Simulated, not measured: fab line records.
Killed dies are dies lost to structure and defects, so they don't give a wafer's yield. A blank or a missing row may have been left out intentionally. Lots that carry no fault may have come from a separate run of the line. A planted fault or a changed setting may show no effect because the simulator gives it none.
What tool caused it? | flow sky130 | Sampling: 6 lots, 18 wafers, 2 of 708 route steps

WHAT EACH GAUGE READ, for each wafer
SKY_VIA4_RS_MEAS_19: the measuring method here is four-point-probe.
lot  | measured     | on           | VIA4_W_RS (ohm/sq)
L183 | day 42 21:30 | filmMetro-01 | 0.2302 0.2315 0.2281
L186 | day 44 00:12 | filmMetro-03 | 0.2285 0.2261 0.2293
L191 | day 45 10:28 | filmMetro-01 | 0.2274 0.2316 0.2259
L197 | day 47 01:20 | filmMetro-02 | 0.2305 0.2303 0.2308
L199 | day 47 05:38 | filmMetro-03 | 0.2270 0.2260 0.2288
L204 | day 48 12:28 | filmMetro-03 | 0.2232 0.2257 0.2235

WHAT TOOL EACH LOT RAN ON (gives the tool, then ch and the chambers of the sampled wafers, and finally the start)
lot  | SKY_METAL4_DESCUM_15
L183 | rieMetal-01 ch 0, day 41 19:07
L186 | rieMetal-01 ch 0,1, day 42 22:34
L191 | rieMetal-01 ch 0,1, day 44 10:22
L197 | rieMetal-01 ch 0,1, day 46 03:25
L199 | rieMetal-03 ch 0,1, day 46 07:46
L204 | rieMetal-04 ch 0,1, day 47 15:50
- SKY_METAL4_DESCUM_15: chemistry O2, time 8 s.

THE ANSWER, worked out from the rows above alone
Rule: the lots themselves supply what counts as usual. Put in order of their means at a reading, lots are off if they are a third of the lots or fewer, leave a main group of 4 or more, and stand apart from it by a gap of 3 or more times the standard deviation of the main group's means; of several such gaps the widest counts. The tables above print the reading to a certain number of digits; a main group whose means all agree to those digits is not used. A lot without any number at a reading at which 4 lots or more have one is off too. The other lots that the step has rows for count as sound.
No lot is off at any reading shown: from this, nothing can be told.

WHAT THE SIMULATOR PUT IN
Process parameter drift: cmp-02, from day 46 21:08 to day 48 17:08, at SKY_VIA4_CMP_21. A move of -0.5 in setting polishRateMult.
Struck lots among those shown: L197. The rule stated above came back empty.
